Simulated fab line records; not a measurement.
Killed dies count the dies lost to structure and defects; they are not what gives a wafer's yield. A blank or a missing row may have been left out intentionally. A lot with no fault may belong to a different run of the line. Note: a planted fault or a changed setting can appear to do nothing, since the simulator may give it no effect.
fab line records / flow gf180mcu / part 2 of 2: steps 25 to 33 of 33
[record] lots = 5 wafers = 15 last_day = 34
route steps=602 shown HV_LDD@227 NSD@235 PSD@248
lots with no fault: from the same line, run without faults
start_h: start of the lot's first displayed wafer, in hours after the record's first day / wait_h: hours from the lot's prior step to this one / " same as the row above / L1.1+2: several wafers, shown together as one row / - value missing, or start not given / * or withheld: withheld / < > ~ a bound
route shown NAME@n: NAME is a module with steps in the file, n the number in the route of the first one / usual: mean and standard deviation over wafers with no fault / same: alike in all rows / chamber/n: place in a boat / sites: per-site readings / _std_site: their standard deviation / _edge_site: mean of outer sites minus mean of inner sites / radius_mm: for every site, how far away it sits from the centre of the wafer / mask NAME#n: copy n / behind: the most recent tool/chamber to have shaped the wafer / hold: why the lot went on hold/how many hours it stayed there/how the hold came to an end / device: names the non-switching transistor (n, p or np) / end of line: the route-end tests of the same wafers / a step given without rows: its recipe and nothing more / killed: dies that structure and defects cost at the first sort, which is not the same as the wafer's yield / map: dies across one wafer; x = killed, . = not, _ = none there
set.NAME: setting as actually run; set.NAME@STEP: the setting as run at that earlier step / model.NAME: the simulator's own value behind a step, which no gauge read
lots at selected steps of the route; one table per step, one row per wafer
services: from which hour (start_h, from the record's first day; less than 0 if before it) a tool's chamber was out of use, for how many hours, and why
[[steps]]
[step GF_PSD_SOFTBAKE_03]
[recipe] temp_c = 90 time_s = 60 resist = NOVOLAK
[usual] chill_plate_temp_C = 22.99/0.11
lot.wafer=L085.3 tool=litho_track-02 chamber=0 start_h=407.46 wait_h=0.1 chill_plate_temp_C=22.90
lot.wafer=L085.5 tool=litho_track-02 chamber=0 start_h=407.46 wait_h=0.1 chill_plate_temp_C=23.02
lot.wafer=L085.6 tool=litho_track-02 chamber=0 start_h=407.46 wait_h=0.1 chill_plate_temp_C=22.94
lot.wafer=L087.1 tool=litho_track-04 chamber=0 start_h=423.85 wait_h=0.1 chill_plate_temp_C=22.93
lot.wafer=L087.5 tool=litho_track-04 chamber=0 start_h=423.85 wait_h=0.1 chill_plate_temp_C=22.88
lot.wafer=L087.6 tool=litho_track-04 chamber=0 start_h=423.85 wait_h=0.1 chill_plate_temp_C=22.93
lot.wafer=L089.2 tool=litho_track-01 chamber=0 start_h=451.97 wait_h=0.1 chill_plate_temp_C=22.97
lot.wafer=L089.3 tool=litho_track-01 chamber=0 start_h=451.97 wait_h=0.1 chill_plate_temp_C=23.02
lot.wafer=L089.5 tool=litho_track-01 chamber=0 start_h=451.97 wait_h=0.1 chill_plate_temp_C=22.98
lot.wafer=L093.1 tool=litho_track-02 chamber=0 start_h=481.21 wait_h=0.1 chill_plate_temp_C=23.07
lot.wafer=L093.3 tool=litho_track-02 chamber=0 start_h=481.21 wait_h=0.1 chill_plate_temp_C=22.99
lot.wafer=L093.6 tool=litho_track-02 chamber=0 start_h=481.21 wait_h=0.1 chill_plate_temp_C=23.10
lot.wafer=L095.1 tool=litho_track-02 chamber=0 start_h=500.86 wait_h=0.1 chill_plate_temp_C=22.97
lot.wafer=L095.3 tool=litho_track-02 chamber=0 start_h=500.86 wait_h=0.1 chill_plate_temp_C=22.92
lot.wafer=L095.5 tool=litho_track-02 chamber=0 start_h=500.86 wait_h=0.1 chill_plate_temp_C=23.03
[step GF_PSD_EXPOSE_04]
[recipe] mask_id = Pplus target_cd_nm = 400 na = 0.6 source_shape = conventional sigma_outer = 0.6 dose_mj = 140
lot.wafer=L085.3+5+6 tool=iline_stepper-02 chamber=0 start_h=- wait_h=- mask=Pplus#0
lot.wafer=L087.1+5+6 tool=iline_stepper-02 chamber=0 start_h=- wait_h=- mask=Pplus#0
lot.wafer=L089.2+3+5 tool=iline_stepper-01 chamber=0 start_h=- wait_h=- mask=Pplus#0
lot.wafer=L093.1+3+6 tool=iline_stepper-01 chamber=0 start_h=- wait_h=- mask=Pplus#0
lot.wafer=L095.1+3+5 tool=iline_stepper-01 chamber=0 start_h=- wait_h=- mask=Pplus#0
[step GF_PSD_PEB_05]
[recipe] temp_c = withheld time_s = * resist = NOVOLAK
[usual] chill_plate_temp_C = *
lot.wafer=L085.3 tool=litho_track-02 chamber=0 start_h=- wait_h=- chill_plate_temp_C=*
lot.wafer=L085.5 tool=litho_track-02 chamber=0 start_h=- wait_h=- chill_plate_temp_C=*
lot.wafer=L085.6 tool=litho_track-02 chamber=0 start_h=- wait_h=- chill_plate_temp_C=*
lot.wafer=L087.1 tool=litho_track-02 chamber=0 start_h=- wait_h=- chill_plate_temp_C=*
lot.wafer=L087.5 tool=litho_track-02 chamber=0 start_h=- wait_h=- chill_plate_temp_C=*
lot.wafer=L087.6 tool=litho_track-02 chamber=0 start_h=- wait_h=- chill_plate_temp_C=*
lot.wafer=L089.2 tool=litho_track-02 chamber=0 start_h=- wait_h=- chill_plate_temp_C=*
lot.wafer=L089.3 tool=litho_track-02 chamber=0 start_h=- wait_h=- chill_plate_temp_C=*
lot.wafer=L089.5 tool=litho_track-02 chamber=0 start_h=- wait_h=- chill_plate_temp_C=*
lot.wafer=L093.1 tool=litho_track-04 chamber=0 start_h=- wait_h=- chill_plate_temp_C=*
lot.wafer=L093.3 tool=litho_track-04 chamber=0 start_h=- wait_h=- chill_plate_temp_C=*
lot.wafer=L093.6 tool=litho_track-04 chamber=0 start_h=- wait_h=- chill_plate_temp_C=*
lot.wafer=L095.1 tool=litho_track-01 chamber=0 start_h=- wait_h=- chill_plate_temp_C=*
lot.wafer=L095.3 tool=litho_track-01 chamber=0 start_h=- wait_h=- chill_plate_temp_C=*
lot.wafer=L095.5 tool=litho_track-01 chamber=0 start_h=- wait_h=- chill_plate_temp_C=*
[step GF_PSD_DEVELOP_06]
[recipe] develop_time_s = 60 dev_temp_c = 22.57
[usual] chill_plate_temp_C = 22.98/0.1
lot.wafer=L085.3 tool=litho_track-02 chamber=0 start_h=418.86 wait_h=0.1 chill_plate_temp_C=23.11
lot.wafer=L085.5 tool=litho_track-02 chamber=0 start_h=418.86 wait_h=0.1 chill_plate_temp_C=23.02
lot.wafer=L085.6 tool=litho_track-02 chamber=0 start_h=418.86 wait_h=0.1 chill_plate_temp_C=23.04
lot.wafer=L087.1 tool=litho_track-02 chamber=0 start_h=435.66 wait_h=0.1 chill_plate_temp_C=23.06
lot.wafer=L087.5 tool=litho_track-02 chamber=0 start_h=435.66 wait_h=0.1 chill_plate_temp_C=23.00
lot.wafer=L087.6 tool=litho_track-02 chamber=0 start_h=435.66 wait_h=0.1 chill_plate_temp_C=23.03
lot.wafer=L089.2 tool=litho_track-02 chamber=0 start_h=463.99 wait_h=0.1 chill_plate_temp_C=23.12
lot.wafer=L089.3 tool=litho_track-02 chamber=0 start_h=463.99 wait_h=0.1 chill_plate_temp_C=23.01
lot.wafer=L089.5 tool=litho_track-02 chamber=0 start_h=463.99 wait_h=0.1 chill_plate_temp_C=22.85
lot.wafer=L093.1 tool=litho_track-04 chamber=0 start_h=493.05 wait_h=0.1 chill_plate_temp_C=23.04
lot.wafer=L093.3 tool=litho_track-04 chamber=0 start_h=493.05 wait_h=0.1 chill_plate_temp_C=22.96
lot.wafer=L093.6 tool=litho_track-04 chamber=0 start_h=493.05 wait_h=0.1 chill_plate_temp_C=23.16
lot.wafer=L095.1 tool=litho_track-01 chamber=0 start_h=511.99 wait_h=0.1 chill_plate_temp_C=23.02
lot.wafer=L095.3 tool=litho_track-01 chamber=0 start_h=511.99 wait_h=0.1 chill_plate_temp_C=22.91
lot.wafer=L095.5 tool=litho_track-01 chamber=0 start_h=511.99 wait_h=0.1 chill_plate_temp_C=23.02
[step GF_PSD_CD_MEAS_07]
[recipe] target_cd_nm = 400
[usual] cd_nm = 399.5/2.3
lot.wafer=L085.3 tool=cd_sem-02 chamber=- start_h=419.00 wait_h=0.1 cd_nm=399.3
lot.wafer=L085.5 tool=cd_sem-02 chamber=- start_h=419.00 wait_h=0.1 cd_nm=397.8
lot.wafer=L085.6 tool=cd_sem-02 chamber=- start_h=419.00 wait_h=0.1 cd_nm=398.4
lot.wafer=L087.1 tool=cd_sem-02 chamber=- start_h=435.81 wait_h=0.1 cd_nm=397.2
lot.wafer=L087.5 tool=cd_sem-02 chamber=- start_h=435.81 wait_h=0.1 cd_nm=399.0
lot.wafer=L087.6 tool=cd_sem-02 chamber=- start_h=435.81 wait_h=0.1 cd_nm=397.4
lot.wafer=L089.2 tool=cd_sem-01 chamber=- start_h=464.13 wait_h=0.1 cd_nm=402.9
lot.wafer=L089.3 tool=cd_sem-01 chamber=- start_h=464.13 wait_h=0.1 cd_nm=400.9
lot.wafer=L089.5 tool=cd_sem-01 chamber=- start_h=464.13 wait_h=0.1 cd_nm=403.0
lot.wafer=L093.1 tool=cd_sem-01 chamber=- start_h=493.20 wait_h=0.1 cd_nm=400.0
lot.wafer=L093.3 tool=cd_sem-01 chamber=- start_h=493.20 wait_h=0.1 cd_nm=399.0
lot.wafer=L093.6 tool=cd_sem-01 chamber=- start_h=493.20 wait_h=0.1 cd_nm=399.7
lot.wafer=L095.1 tool=cd_sem-01 chamber=- start_h=512.14 wait_h=0.1 cd_nm=402.7
lot.wafer=L095.3 tool=cd_sem-01 chamber=- start_h=512.14 wait_h=0.1 cd_nm=403.0
lot.wafer=L095.5 tool=cd_sem-01 chamber=- start_h=512.14 wait_h=0.1 cd_nm=402.3
[step GF_PSD_OVL_MEAS_08]
[usual] PSD_OVL = 0.5/1.6
lot.wafer=L085.3 tool=overlay-02 chamber=- start_h=419.10 wait_h=0.1 PSD_OVL[nm]=1.3
lot.wafer=L085.5 tool=overlay-02 chamber=- start_h=419.10 wait_h=0.1 PSD_OVL[nm]=-2.5
lot.wafer=L085.6 tool=overlay-02 chamber=- start_h=419.10 wait_h=0.1 PSD_OVL[nm]=0.1
lot.wafer=L087.1 tool=overlay-02 chamber=- start_h=435.93 wait_h=0.1 PSD_OVL[nm]=-1.0
lot.wafer=L087.5 tool=overlay-02 chamber=- start_h=435.93 wait_h=0.1 PSD_OVL[nm]=-2.0
lot.wafer=L087.6 tool=overlay-02 chamber=- start_h=435.93 wait_h=0.1 PSD_OVL[nm]=0.3
lot.wafer=L089.2 tool=overlay-01 chamber=- start_h=464.24 wait_h=0.1 PSD_OVL[nm]=0.6
lot.wafer=L089.3 tool=overlay-01 chamber=- start_h=464.24 wait_h=0.1 PSD_OVL[nm]=-0.7
lot.wafer=L089.5 tool=overlay-01 chamber=- start_h=464.24 wait_h=0.1 PSD_OVL[nm]=2.4
lot.wafer=L093.1 tool=overlay-02 chamber=- start_h=493.32 wait_h=0.1 PSD_OVL[nm]=1.5
lot.wafer=L093.3 tool=overlay-02 chamber=- start_h=493.32 wait_h=0.1 PSD_OVL[nm]=3.0
lot.wafer=L093.6 tool=overlay-02 chamber=- start_h=493.32 wait_h=0.1 PSD_OVL[nm]=3.4
lot.wafer=L095.1 tool=overlay-02 chamber=- start_h=512.26 wait_h=0.1 PSD_OVL[nm]=-0.1
lot.wafer=L095.3 tool=overlay-02 chamber=- start_h=512.26 wait_h=0.1 PSD_OVL[nm]=-1.0
lot.wafer=L095.5 tool=overlay-02 chamber=- start_h=512.26 wait_h=0.1 PSD_OVL[nm]=1.3
[step GF_PSD_IMPLANT_09]
[recipe] species = BF2 energy_kev = 40 dose_cm2 = 1.5e+15 tilt_deg = 7
[usual] beam_on_s = 10.01/0.21 end_station_pressure_torr = 1.17e-05/6.1e-07
lot.wafer=L085.3 tool=implanter-04 chamber=0 start_h=419.17 wait_h=0.1 beam_on_s=10.33 end_station_pressure_torr=1.23e-05
lot.wafer=L085.5 tool=implanter-04 chamber=0 start_h=419.17 wait_h=0.1 beam_on_s=9.84 end_station_pressure_torr=1.13e-05
lot.wafer=L085.6 tool=implanter-04 chamber=0 start_h=419.17 wait_h=0.1 beam_on_s=10.26 end_station_pressure_torr=1.15e-05
lot.wafer=L087.1 tool=implanter-01 chamber=0 start_h=435.97 wait_h=0.0 beam_on_s=10.38 end_station_pressure_torr=1.09e-05
lot.wafer=L087.5 tool=implanter-01 chamber=0 start_h=435.97 wait_h=0.0 beam_on_s=10.08 end_station_pressure_torr=1.12e-05
lot.wafer=L087.6 tool=implanter-01 chamber=0 start_h=435.97 wait_h=0.0 beam_on_s=9.80 end_station_pressure_torr=1.27e-05
lot.wafer=L089.2 tool=implanter-02 chamber=0 start_h=464.29 wait_h=0.0 beam_on_s=10.54 end_station_pressure_torr=1.15e-05
lot.wafer=L089.3 tool=implanter-02 chamber=0 start_h=464.29 wait_h=0.0 beam_on_s=9.95 end_station_pressure_torr=1.09e-05
lot.wafer=L089.5 tool=implanter-02 chamber=0 start_h=464.29 wait_h=0.0 beam_on_s=9.65 end_station_pressure_torr=1.14e-05
lot.wafer=L093.1 tool=implanter-04 chamber=0 start_h=493.36 wait_h=0.0 beam_on_s=9.88 end_station_pressure_torr=1.09e-05
lot.wafer=L093.3 tool=implanter-04 chamber=0 start_h=493.36 wait_h=0.0 beam_on_s=10.17 end_station_pressure_torr=1.13e-05
lot.wafer=L093.6 tool=implanter-04 chamber=0 start_h=493.36 wait_h=0.0 beam_on_s=10.33 end_station_pressure_torr=1.22e-05
lot.wafer=L095.1 tool=implanter-02 chamber=0 start_h=512.30 wait_h=0.0 beam_on_s=9.70 end_station_pressure_torr=1.05e-05
lot.wafer=L095.3 tool=implanter-02 chamber=0 start_h=512.30 wait_h=0.0 beam_on_s=10.19 end_station_pressure_torr=1.17e-05
lot.wafer=L095.5 tool=implanter-02 chamber=0 start_h=512.30 wait_h=0.0 beam_on_s=10.04 end_station_pressure_torr=1.21e-05
[step GF_PSD_STRIP_10]
[recipe] chemistry = O2/N2 power_w = 1400 pressure_mtorr = 1500 platen_temp_c = 250 o2_flow_sccm = 3000 n2_flow_sccm = 300 overash_fraction = 0.5
[usual] drypump_motor_current_A = 5.8/0.35 heater_power_w = 344/22 n2_flow_sccm = 299.9/0.92 oes_product_au = 0.591/0.0045 strip_time_to_endpoint_s = 16.52/0.045
lot.wafer=L085.3 tool=plasma_asher-02 chamber=0 start_h=419.30 wait_h=0.1 drypump_motor_current_A=5.7 heater_power_w=331 n2_flow_sccm=299.6 oes_product_au=0.594 rf_hours_counter_h=- strip_time_to_endpoint_s=16.55
lot.wafer=L085.5 tool=plasma_asher-02 chamber=1 start_h=419.30 wait_h=0.1 drypump_motor_current_A=5.8 heater_power_w=349 n2_flow_sccm=299.0 oes_product_au=0.589 rf_hours_counter_h=- strip_time_to_endpoint_s=16.54
lot.wafer=L085.6 tool=plasma_asher-02 chamber=0 start_h=419.30 wait_h=0.1 drypump_motor_current_A=5.7 heater_power_w=334 n2_flow_sccm=298.3 oes_product_au=0.586 rf_hours_counter_h=- strip_time_to_endpoint_s=16.57
lot.wafer=L087.1 tool=plasma_asher-02 chamber=1 start_h=436.12 wait_h=0.1 drypump_motor_current_A=5.7 heater_power_w=344 n2_flow_sccm=300.1 oes_product_au=0.597 rf_hours_counter_h=33 strip_time_to_endpoint_s=16.51
lot.wafer=L087.5 tool=plasma_asher-02 chamber=0 start_h=436.12 wait_h=0.1 drypump_motor_current_A=5.7 heater_power_w=338 n2_flow_sccm=300.2 oes_product_au=0.595 rf_hours_counter_h=- strip_time_to_endpoint_s=16.51
lot.wafer=L087.6 tool=plasma_asher-02 chamber=1 start_h=436.12 wait_h=0.1 drypump_motor_current_A=5.8 heater_power_w=338 n2_flow_sccm=300.9 oes_product_au=0.589 rf_hours_counter_h=- strip_time_to_endpoint_s=16.52
lot.wafer=L089.2 tool=plasma_asher-02 chamber=1 start_h=464.42 wait_h=0.1 drypump_motor_current_A=5.8 heater_power_w=348 n2_flow_sccm=300.2 oes_product_au=0.589 rf_hours_counter_h=35 strip_time_to_endpoint_s=16.45
lot.wafer=L089.3 tool=plasma_asher-02 chamber=0 start_h=464.42 wait_h=0.1 drypump_motor_current_A=5.7 heater_power_w=331 n2_flow_sccm=298.4 oes_product_au=0.589 rf_hours_counter_h=- strip_time_to_endpoint_s=16.49
lot.wafer=L089.5 tool=plasma_asher-02 chamber=0 start_h=464.42 wait_h=0.1 drypump_motor_current_A=5.7 heater_power_w=337 n2_flow_sccm=297.8 oes_product_au=0.592 rf_hours_counter_h=- strip_time_to_endpoint_s=16.47
lot.wafer=L093.1 tool=plasma_asher-04 chamber=1 start_h=493.51 wait_h=0.1 drypump_motor_current_A=5.8 heater_power_w=383 n2_flow_sccm=299.8 oes_product_au=0.584 rf_hours_counter_h=70 strip_time_to_endpoint_s=16.55
lot.wafer=L093.3 tool=plasma_asher-04 chamber=0 start_h=493.51 wait_h=0.1 drypump_motor_current_A=6.0 heater_power_w=353 n2_flow_sccm=300.2 oes_product_au=0.592 rf_hours_counter_h=- strip_time_to_endpoint_s=16.53
lot.wafer=L093.6 tool=plasma_asher-04 chamber=0 start_h=493.51 wait_h=0.1 drypump_motor_current_A=6.1 heater_power_w=356 n2_flow_sccm=300.7 oes_product_au=0.590 rf_hours_counter_h=- strip_time_to_endpoint_s=16.55
lot.wafer=L095.1 tool=plasma_asher-02 chamber=1 start_h=512.45 wait_h=0.1 drypump_motor_current_A=5.7 heater_power_w=347 n2_flow_sccm=300.2 oes_product_au=0.586 rf_hours_counter_h=40 strip_time_to_endpoint_s=16.56
lot.wafer=L095.3 tool=plasma_asher-02 chamber=0 start_h=512.45 wait_h=0.1 drypump_motor_current_A=5.7 heater_power_w=325 n2_flow_sccm=299.8 oes_product_au=0.585 rf_hours_counter_h=- strip_time_to_endpoint_s=16.56
lot.wafer=L095.5 tool=plasma_asher-02 chamber=1 start_h=512.45 wait_h=0.1 drypump_motor_current_A=5.8 heater_power_w=345 n2_flow_sccm=302.1 oes_product_au=0.591 rf_hours_counter_h=- strip_time_to_endpoint_s=16.54
[step GF_PSD_TW_MEAS_11]
[usual] PSD_TW = 3170/25
lot.wafer=L085.3 tool=film_metro-04 chamber=- start_h=419.39 wait_h=0.1 PSD_TW=3199
lot.wafer=L085.5 tool=film_metro-04 chamber=- start_h=419.39 wait_h=0.1 PSD_TW=3202
lot.wafer=L085.6 tool=film_metro-04 chamber=- start_h=419.39 wait_h=0.1 PSD_TW=3207
lot.wafer=L087.1 tool=film_metro-03 chamber=- start_h=436.22 wait_h=0.1 PSD_TW=3142
lot.wafer=L087.5 tool=film_metro-03 chamber=- start_h=436.22 wait_h=0.1 PSD_TW=3139
lot.wafer=L087.6 tool=film_metro-03 chamber=- start_h=436.22 wait_h=0.1 PSD_TW=3134
lot.wafer=L089.2 tool=film_metro-01 chamber=- start_h=464.53 wait_h=0.1 PSD_TW=3181
lot.wafer=L089.3 tool=film_metro-01 chamber=- start_h=464.53 wait_h=0.1 PSD_TW=3196
lot.wafer=L089.5 tool=film_metro-01 chamber=- start_h=464.53 wait_h=0.1 PSD_TW=3197
lot.wafer=L093.1 tool=film_metro-01 chamber=- start_h=493.61 wait_h=0.1 PSD_TW=3176
lot.wafer=L093.3 tool=film_metro-01 chamber=- start_h=493.61 wait_h=0.1 PSD_TW=3164
lot.wafer=L093.6 tool=film_metro-01 chamber=- start_h=493.61 wait_h=0.1 PSD_TW=3187
lot.wafer=L095.1 tool=film_metro-03 chamber=- start_h=512.55 wait_h=0.1 PSD_TW=3160
lot.wafer=L095.3 tool=film_metro-03 chamber=- start_h=512.55 wait_h=0.1 PSD_TW=3160
lot.wafer=L095.5 tool=film_metro-03 chamber=- start_h=512.55 wait_h=0.1 PSD_TW=3154
[[services]]
tool=plasma_asher-01 chamber=- start_h=345.48 hours=1.4 kind=repair
tool=rie_diel-01 chamber=- start_h=346.99 hours=2.8 kind=pm
tool=implanter-02 chamber=- start_h=348.73 hours=1.6 kind=repair
tool=iline_stepper-02 chamber=- start_h=349.18 hours=4.8 kind=repair
tool=iline_stepper-02 chamber=- start_h=357.04 hours=1.7 kind=pm
tool=implanter-03 chamber=- start_h=373.42 hours=3.7 kind=repair
tool=rtp_anneal-01 chamber=- start_h=383.29 hours=5.5 kind=pm
tool=implanter-04 chamber=- start_h=386.52 hours=2.6 kind=repair
tool=plasma_asher-02 chamber=- start_h=392.15 hours=1.0 kind=repair
tool=rie_diel-03 chamber=0 start_h=401.58 hours=2.6 kind=repair
tool=implanter-03 chamber=- start_h=410.52 hours=2.4 kind=repair
tool=implanter-02 chamber=- start_h=424.08 hours=1.1 kind=repair
tool=implanter-03 chamber=- start_h=426.20 hours=6.0 kind=repair
tool=rie_diel-01 chamber=- start_h=427.41 hours=0.6 kind=repair
tool=rie_diel-01 chamber=0 start_h=427.50 hours=15.8 kind=repair
tool=implanter-03 chamber=- start_h=447.95 hours=2.4 kind=repair
tool=iline_stepper-02 chamber=- start_h=450.26 hours=8.9 kind=pm
tool=plasma_asher-04 chamber=- start_h=454.10 hours=2.2 kind=repair
tool=iline_stepper-01 chamber=- start_h=459.22 hours=1.7 kind=pm
tool=rie_diel-03 chamber=- start_h=462.11 hours=0.2 kind=repair
tool=rie_diel-03 chamber=0 start_h=462.51 hours=4.7 kind=repair
tool=implanter-02 chamber=- start_h=475.57 hours=2.3 kind=repair
tool=iline_stepper-02 chamber=- start_h=476.88 hours=1.4 kind=repair
tool=implanter-04 chamber=- start_h=489.30 hours=1.5 kind=repair
